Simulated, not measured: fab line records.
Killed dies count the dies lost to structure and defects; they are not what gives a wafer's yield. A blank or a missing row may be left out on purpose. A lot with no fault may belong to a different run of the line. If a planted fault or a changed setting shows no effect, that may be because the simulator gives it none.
A struck lot beside a sound one -- flow gf180mcu -- 17 steps out of a route of 602
Sound: the wafers L159.2, L159.4, L159.6. Struck: wafer L164.4; the same lot's L164.5 was not struck, so it is left out; see the end for the cause.
Each step with rows lists, per side, the tool, then ch with its chambers, then its first start. Under that, the readings that differ: sound wafers -- struck wafers -- difference of the means -- sigmas: that difference in standard deviations of wafers without a fault.
alike: words and numbers the same on both sides, and readings whose means are apart by under 2 such deviations; not compared: readings that were withheld, readings missing a value for some wafer, numbers with overlapping values and no deviation given by the record, and bounds like >300 which may hide the same value.
Wherever a step has rows on one side only, a row that says differs or no value, or a row with sigmas, the two part there. Non-overlapping numbers with no deviation appear without sigmas and do not part them. A reading missing from all wafers of one side parts the sides only when that side holds two or more wafers.

first, 4 steps without rows for these wafers: GF_SAB_SOFTBAKE_05 (time 60 s); GF_SAB_EXPOSE_06 (exposes mask SAB, target cd 420 nm); GF_SAB_PEB_07; GF_SAB_DEVELOP_08 (develop time 60 s).
GF_SAB_CD_MEAS_09: the cd target is 420 nm.
  struck on cd_sem-01, day 18 09:41; sound on cd_sem-01, day 16 06:22
  alike: cd_nm
GF_SAB_OVL_MEAS_10:
  struck on overlay-01, day 18 09:46; sound on overlay-02, day 16 06:28
  alike: SAB_OVL
GF_SAB_ETCH_11: etches SiO2 in C4F8/O2/Ar, target depth 55 nm, time 8.5 s.
  sound on rie_diel-04 ch 0,3, day 16 06:30; struck on rie_diel-03 ch 2, day 18 09:46
  alike: oes_product_au
  not compared: rf_hours_counter_h
then, 1 step without rows for these wafers: GF_SAB_WET_ETCH_12 (etches SiO2 in dHF, target depth 22 nm, time 440 s).
GF_SAB_STRIP_13: strips in O2/N2.
  sound on plasma_asher-02 ch 0,1, day 16 06:40; struck on plasma_asher-04 ch 0, day 18 09:58
reading,sound,struck,difference,sigmas
strip_time_to_endpoint_s (s),12.577 12.609 12.577,12.659,+0.071,+3
  alike: drypump_motor_current_A, heater_power_w, o2_flow_sccm, oes_product_au
  not compared: rf_hours_counter_h
then, 2 steps without rows for these wafers: GF_SALICIDE_CLEAN_00 (cleans in SC1/SC2, time 150 s); GF_SALICIDE_WET_ETCH_01 (etches SiO2 in dHF, target depth 5 nm, time 100 s).
GF_SALICIDE_SPUTTER_02: material Co, target thk 10 nm, time 20 s.
  struck on pvd_sputter-01, day 18 10:07; sound on pvd_sputter-01, day 16 06:51
  alike: throttle_valve_pct
GF_SALICIDE_SPUTTER_03: material TiN, target thk 20 nm, time 16.7 s.
  struck on pvd_sputter-01, day 18 10:09; sound on pvd_sputter-01, day 16 06:53
reading,sound,struck,difference,sigmas
model.TiN_of_SALICIDE_SPUTTER_03.thk_nm (nm),20 20.05 20.2,29.93,+9.85,
  alike: throttle_valve_pct
GF_SALICIDE_RS_MEAS_04: uses a four-point probe to measure.
  struck on film_metro-02, day 18 10:14; sound on film_metro-02, day 16 06:56
reading,sound,struck,difference,sigmas
SALICIDE_TIN_RS (ohm/sq),16.20 16.55 16.69,13.88,-2.60,-10
GF_SALICIDE_THK_MEAS_05: measures by xrf.
  struck on film_metro-02, day 18 10:20; sound on film_metro-02, day 16 07:02
reading,sound,struck,difference,sigmas
SALICIDE_TIN_THK (nm),19.92 19.94 20.07,29.93,+9.95,+43
GF_SALICIDE_RTA_06: time 30 s.
  sound on rtp_anneal-02 ch 0, day 16 07:06; struck on rtp_anneal-01 ch 0, day 18 10:25
reading,sound,struck,difference,sigmas
anneal_temp_c_max,531.9 531.4 531.3,534.9,+3.4,+2
lamp_power_pct (%),6.9 6.8 6.9,5.8,-1.1,-2
  alike: wafer_temp_C_max
after that, 1 step had no rows for these wafers: GF_PASSIVATION_PROBE_99.

== WHERE THEY PART ==
First at GF_SAB_STRIP_13; last, within this record, at GF_SALICIDE_RTA_06.

WHY: the cause the simulator had injected
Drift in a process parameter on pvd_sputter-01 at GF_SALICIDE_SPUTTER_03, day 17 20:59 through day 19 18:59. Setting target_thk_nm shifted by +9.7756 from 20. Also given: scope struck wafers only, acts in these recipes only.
